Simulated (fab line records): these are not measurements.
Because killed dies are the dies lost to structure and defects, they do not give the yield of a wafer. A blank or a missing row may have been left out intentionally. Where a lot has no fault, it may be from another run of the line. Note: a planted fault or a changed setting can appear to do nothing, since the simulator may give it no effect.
Which tool was responsible? -- flow gf180mcu -- Sampling: 11 lots, 33 wafers, 6 of 602 route steps

## WHAT THE GAUGES READ, wafer by wafer
GF_V4_THK_MEAS_25: measures by xrf.
lot,measured,on,V4_W_THK (nm)
L971,day 24 16:06,film metro-03,327 330 328
L973,day 25 13:33,film metro-04,341 340 340
L974,day 25 22:17,film metro-03,326 326 328
L979,day 27 20:37,film metro-03,330 334 324
L986,day 29 15:40,film metro-01,344 342 346
L987,day 29 23:38,film metro-01,338 343 344
L988,day 30 04:26,film metro-01,338 334 342
L989,day 30 15:38,film metro-03,332 333 335
L990,day 30 17:20,film metro-01,335 334 338
L991,day 30 23:36,film metro-04,328 330 338
L994,day 31 16:18,film metro-04,332 335 331

GF_V5_RS_MEAS_24: measures by four-point-probe.
lot,measured,on,V5_W_RS (ohm/sq)
L971,day 27 11:16,film metro-02,0.326 0.326 0.323
L973,day 28 07:10,film metro-04,0.328 0.334 0.331
L974,day 28 15:19,film metro-01,0.331 0.327 0.329
L979,day 30 09:45,film metro-04,0.334 0.331 0.332
L986,day 32 02:17,film metro-01,0.400 0.394 0.402
L987,day 32 09:55,film metro-01,0.396 0.384 0.395
L988,day 32 13:14,film metro-02,0.405 0.400 0.390
L989,day 33 00:01,film metro-01,0.325 0.322 0.324
L990,day 33 00:33,film metro-04,0.329 0.325 0.326
L991,day 33 07:10,film metro-01,0.328 0.327 0.329
L994,day 33 20:35,film metro-01,0.328 0.326 0.327

GF_V5_THK_MEAS_25: measures by xrf.
lot,measured,on,V5_W_THK (nm)
L971,day 27 11:23,film metro-02,352 352 356
L973,day 28 07:16,film metro-04,334 329 331
L974,day 28 15:25,film metro-01,348 350 347
L979,day 30 09:50,film metro-04,333 336 335
L986,day 32 02:24,film metro-01,293 296 293
L987,day 32 10:02,film metro-01,295 304 297
L988,day 32 13:21,film metro-02,289 294 299
L989,day 33 00:08,film metro-01,347 350 347
L990,day 33 00:38,film metro-04,342 344 344
L991,day 33 07:17,film metro-01,344 343 342
L994,day 33 20:41,film metro-01,346 345 345

GF_TOP_METAL_THK_MEAS_06: measures by xrf.
lot,measured,on,TOP_METAL_ALCU_THK (nm)
L971,day 27 12:06,film metro-03,899 893 900
L973,day 28 07:58,film metro-02,891 885 891
L974,day 28 16:07,film metro-02,904 908 904
L979,day 30 10:32,film metro-02,894 900 893
L986,day 32 03:11,film metro-02,894 887 899
L987,day 32 10:58,film metro-03,888 890 880
L988,day 32 14:03,film metro-03,900 899 887
L989,day 33 00:50,film metro-02,890 891 887
L990,day 33 01:36,film metro-02,901 890 900
L991,day 33 07:59,film metro-03,888 886 888
L994,day 33 21:23,film metro-02,911 901 904

## WHICH TOOL RAN EACH LOT (tool, then ch and the chambers of the sampled wafers, then the start)
lot,GF_V5_ETCH_16,GF_V5_CVD_23
L971,"rie diel-03 ch 0,2,3, day 27 10:21","cvd w-02 ch 0,1, day 27 11:08"
L973,"rie diel-04 ch 2,3, day 28 06:08","cvd w-01 ch 1, day 28 06:57"
L974,"rie diel-02 ch 0,1,2, day 28 14:23","cvd w-01 ch 1, day 28 15:11"
L979,"rie diel-04 ch 0,1,2, day 30 08:47","cvd w-01 ch 0,1, day 30 09:37"
L986,"rie diel-02 ch 0,1,2, day 32 01:23","cvd w-01 ch 0, day 32 02:10"
L987,"rie diel-02 ch 1,2, day 32 08:35","cvd w-01 ch 0,1, day 32 09:48"
L988,"rie diel-04 ch 0,1,2, day 32 12:20","cvd w-01 ch 0,1, day 32 13:07"
L989,"rie diel-04 ch 1,2, day 32 23:05","cvd w-02 ch 0,1, day 32 23:55"
L990,"rie diel-03 ch 0,2,3, day 32 23:31","cvd w-02 ch 0,1, day 33 00:25"
L991,"rie diel-02 ch 0,1, day 33 06:14","cvd w-02 ch 0,1, day 33 07:04"
L994,"rie diel-02 ch 0,1,3, day 33 19:38","cvd w-02 ch 0,1, day 33 20:27"
- GF_V5_ETCH_16: etches BARC in N2/H2.
- GF_V5_CVD_23: deposits W, target thk 350 nm, time 104.9 s.

## WHAT THE TOOLS THEMSELVES READ (means of the sampled wafers that have a number; where no wafer has one, the mark that the record gives instead)
GF_V5_ETCH_16.
lot,tool,chamber pressure mTorr (mTorr),drypump motor current A (A),h2 flow sccm (sccm),oes product au (a.u.),throttle valve pct (%)
L971,rie diel-03,29.988,6.0,199.6,0.854,13.221
L973,rie diel-04,30.007,5.6,200.2,0.860,13.230
L974,rie diel-02,30.030,5.9,200.0,0.856,13.227
L979,rie diel-04,29.989,5.6,200.0,0.854,13.220
L986,rie diel-02,29.992,5.9,199.5,0.855,13.227
L987,rie diel-02,30.002,5.6,200.1,0.851,13.226
L988,rie diel-04,30.015,5.6,199.9,0.855,13.230
L989,rie diel-04,29.994,5.2,200.0,0.856,13.225
L990,rie diel-03,30.010,6.0,199.8,0.854,13.220
L991,rie diel-02,30.000,6.3,200.4,0.852,13.223
L994,rie diel-02,30.010,5.9,200.5,0.854,13.224

GF_V5_CVD_23.
lot,tool,heater power w (W)
L971,cvd w-02,973
L973,cvd w-01,883
L974,cvd w-01,867
L979,cvd w-01,835
L986,cvd w-01,806
L987,cvd w-01,834
L988,cvd w-01,824
L989,cvd w-02,911
L990,cvd w-02,1003
L991,cvd w-02,904
L994,cvd w-02,983

## THE ANSWER, worked out from the rows above alone
Rule: the usual values come from the lots themselves. The widest of any qualifying gaps counts: lots, ordered by their means at a reading, are off when they make up no more than a third of the lots, leave a main group of 4 or more, and stand apart from it by 3 or more times the standard deviation of that group's means. If all means in a main group match to the digits the tables above print for the reading, that group is not used. A lot without any number at a reading at which 4 lots or more have one is off too. All remaining lots with rows at the step are treated as sound. The gauges are gone through in route order, then the tools' own readings, and for those a lot's mean is taken as printed above. The first step at which some lot is off is used, and at that step the reading that is off furthest; a lot without a number counts as furthest.
Off: at GF_V5_RS_MEAS_24 (V5_W_RS), L986, L987, L988. For the main group the mean is 0.328 ohm/sq and the standard deviation 0.0027.
A tool fits if, at a process step before that reading, it ran every lot that is off, and no sound lot after the first of them. Gauges at GF_V5_RS_MEAS_24: tried the same way as those tools. One fits: cvd w-01 at GF_V5_CVD_23. A fault onset in the window from L979 (day 30 09:37, its last sound lot) to L986 (day 32 02:10, its first lot off) fits.

## WHAT THE SIMULATOR PUT IN
Site profile drift: cvd w-01, from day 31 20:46 on, at GF_V5_CVD_23. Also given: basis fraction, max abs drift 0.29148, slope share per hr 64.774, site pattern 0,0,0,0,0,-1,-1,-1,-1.
Shown lots that were struck: L986, L987, L988. The same result came from the rule above.
